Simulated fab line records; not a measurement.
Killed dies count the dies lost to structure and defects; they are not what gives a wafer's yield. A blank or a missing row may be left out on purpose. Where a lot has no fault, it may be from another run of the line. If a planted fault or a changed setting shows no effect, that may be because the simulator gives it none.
Struck lot and sound lot, side by side + flow sky130 + 26 out of 708 route steps
Sound: the wafers L976.2, L976.4, L976.5. Wafers L992.2, L992.3, L992.6 were the ones struck. The cause comes at the end.
Per side, at each step with rows, come the tool, then ch with its chambers, and then its first start. Under that, the readings that differ: sound wafers + struck wafers + difference of the means + sigmas: that difference in standard deviations of wafers without a fault.
alike: a reading whose means differ by less than 2 such deviations, as well as words and numbers matching on both sides. not compared: withheld readings; readings where some wafer has no value; bounds like >300 that might hide an equal value; numbers whose values overlap and for which the record gives no deviation.
The two part at a step that has a row with sigmas, a row that says differs or no value, or rows on one side only. When numbers do not overlap yet have no deviation, they are printed without sigmas and do not part them. Lack of a reading on every wafer of one side parts them only where that side has two or more wafers.

first, 3 steps without rows for these wafers: SKY_CAPM_EXPOSE_09 (exposes mask CAPM, target cd 1000 nm); SKY_CAPM_PEB_10; SKY_CAPM_DEVELOP_11 (develop time 60 s).
SKY_CAPM_OVL_MEAS_12:
  struck on overlay-01, day 43 11:52; sound on overlay-01, day 38 18:31
  alike: CAPM_OVL
SKY_CAPM_METAL_ETCH_13: etches TiN in Cl2/BCl3, stops on SiO2, target depth 220 nm, time 62.9 s.
  sound on rie_metal-01 ch 1, day 38 18:33; struck on rie_metal-02 ch 0,1, day 43 11:53
  alike: drypump_motor_current_A, oes_product_au, throttle_valve_pct
  not compared: rf_hours_counter_h
SKY_CAPM_STRIP_14: strips in O2/N2.
  sound on plasma_asher-04 ch 0, day 38 18:40; struck on plasma_asher-04 ch 0,1, day 43 11:58
  alike: drypump_motor_current_A, o2_flow_sccm, oes_product_au, strip_time_to_endpoint_s
  not compared: rf_hours_counter_h
then, 6 steps without rows for these wafers: SKY_CAPM_STRIP_15 (strips in post etch residue remover, time 1200 s); SKY_CAPM_CLEAN_16 (cleans in IPA, time 180 s); SKY_CAPM_CLEAN_17 (cleans in O3/DIW); SKY_METAL3_DEHYDRATE_05 (time 60 s); SKY_METAL3_HMDS_06 (prime time 60 s); SKY_METAL3_COAT_07 (resist thk 60 nm).
SKY_METAL3_COAT_08: resist thk 1140 nm.
  sound on litho_track-02 ch 0, day 39 07:00; struck on litho_track-02 ch 0, day 43 23:00
| reading                                       | sound          | struck         | difference | sigmas |
|-----------------------------------------------|----------------|----------------|------------|--------|
| model.KrF-thick_of_METAL3_COAT_08.thk_nm (nm) | 1131 1130 1128 | 1205 1202 1203 | +74        |        |
then, 4 steps without rows for these wafers: SKY_METAL3_SOFTBAKE_09 (time 90 s); SKY_METAL3_EXPOSE_10 (exposes mask MM3, target cd 300 nm); SKY_METAL3_PEB_11; SKY_METAL3_DEVELOP_12 (develop time 60 s).
SKY_METAL3_CD_MEAS_13: the cd target is 300 nm.
  struck on cd_sem-01, day 44 10:37; sound on cd_sem-01, day 39 19:22
  alike: cd_nm
SKY_METAL3_OVL_MEAS_14:
  struck on overlay-02, day 44 10:44; sound on overlay-01, day 39 19:28
  alike: METAL3_OVL
SKY_METAL3_DESCUM_15: chemistry O2, time 8 s.
  sound on rie_metal-04 ch 0,1, day 39 19:30; struck on rie_metal-04 ch 0,1, day 44 10:46
  alike: drypump_motor_current_A, oes_product_au
  not compared: rf_hours_counter_h, model.METAL3.cd_nm
SKY_METAL3_ETCH_16: etches BARC in N2/H2, stops on SiO2, time 85.97 s, target depth 60 nm.
  sound on rie_metal-04 ch 0,1, day 39 19:32; struck on rie_metal-04 ch 0,1, day 44 10:47
  alike: drypump_motor_current_A, oes_product_au, throttle_valve_pct
  not compared: rf_hours_counter_h
SKY_METAL3_ETCH_17: etches SiO2 in C4F8/O2/Ar, stops on TiN, time 3.9 s, target depth 15 nm.
  sound on rie_diel-04 ch 2,3, day 39 19:38; struck on rie_diel-03 ch 0,1,2, day 44 10:53
  alike: oes_product_au
  not compared: rf_hours_counter_h
SKY_METAL3_METAL_ETCH_18: etches the open film in Cl2/BCl3, stops on SiO2, target depth 845 nm, time 183.1 s.
  sound on rie_metal-02 ch 0,1, day 39 19:39; struck on rie_metal-01 ch 0,1, day 44 10:55
| reading                                       | sound         | struck            | difference | sigmas |
|-----------------------------------------------|---------------|-------------------|------------|--------|
| model.KrF-thick_of_METAL3_COAT_08.thk_nm (nm) | 517 518.1 508 | 592.3 584.1 586.7 | +73.3      |        |
  alike: drypump_motor_current_A, oes_product_au, throttle_valve_pct
  not compared: rf_hours_counter_h
SKY_METAL3_STRIP_19: strips in O2/N2.
  sound on plasma_asher-04 ch 0,1, day 39 19:50; struck on plasma_asher-04 ch 0,1, day 44 11:05
| reading                      | sound             | struck            | difference | sigmas |
|------------------------------|-------------------|-------------------|------------|--------|
| oes_product_au (a.u.)        | 0.505 0.495 0.494 | 0.533 0.528 0.533 | +0.033     | +6     |
| strip_time_to_endpoint_s (s) | 6.45 6.45 6.33    | 7.18 7.10 7.13    | +0.73      | +10    |
  alike: drypump_motor_current_A, o2_flow_sccm
  not compared: rf_hours_counter_h
then, 2 steps without rows for these wafers: SKY_METAL3_STRIP_20 (strips in post etch residue remover, time 1200 s); SKY_PAD_OPEN_PROBE_99.

WHERE THEY PART
Only at SKY_METAL3_STRIP_19, as far as this record shows.

WHY: the cause the simulator had injected
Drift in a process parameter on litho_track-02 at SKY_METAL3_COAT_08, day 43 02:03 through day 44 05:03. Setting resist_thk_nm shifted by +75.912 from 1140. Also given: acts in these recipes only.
